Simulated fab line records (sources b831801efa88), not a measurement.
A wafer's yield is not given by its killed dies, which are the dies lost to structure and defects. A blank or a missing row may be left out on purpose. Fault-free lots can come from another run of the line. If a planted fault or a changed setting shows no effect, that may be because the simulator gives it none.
Matching of chambers ; flow gf180mcu ; pecvd-02 running GF_V2_CVD_02: 3 sister chambers
The step deposits SiO2 from TEOS, target thk 850 nm, time 94.851 s. 3 wafers are shown with their chamber, then 11 later ones without.

== WAFERS, EACH WITH ITS CHAMBER ==
wafer;chamber;heater-power-w (W)
L085.6;2;638
L092.6;1;796
L095.3;0;653

== WAFERS MISSING THEIR CHAMBER ==
wafer;heater-power-w (W)
L095.4;652
L095.5;697
L096.1;713
L096.2;638
L096.3;692
L096.4;555
L096.5;667
L096.6;765
L097.1;610
L097.2;739
L097.4;666

== THE CHAMBER EACH PASSED THROUGH ==
wafer;from the rows above;in truth
L095.4;can't be placed: 0 or 2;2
L095.5;can't be placed: 0 or 2 or 1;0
L096.1;can't be placed: 0 or 2 or 1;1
L096.2;can't be placed: 2 or 0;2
L096.3;can't be placed: 0 or 2 or 1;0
L096.4;can't be placed: 2 or 0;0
L096.5;can't be placed: 0 or 2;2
L096.6;can't be placed: 1 or 0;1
L097.1;can't be placed: 2 or 0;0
L097.2;can't be placed: 1 or 0 or 2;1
L097.4;can't be placed: 0 or 2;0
Placed correctly: 0 of 11. From these rows, 11 cannot be placed; in 11 the true chamber is one of the candidates. Wrongly placed: 0.
How it was worked out, from the rows above alone: a wafer's distance from a chamber is the root of the sum, over the readings, of the square of ((its reading less the chamber's mean) divided by the reading's scatter). The wafer belongs to the nearest chamber; if the next one is less than 2 further off, it can't be placed. Each chamber's mean is taken over the wafers shown for it. The scatter: root of mean squared gap, hidden wafer to nearest shown wafer, with one shown wafer a chamber.
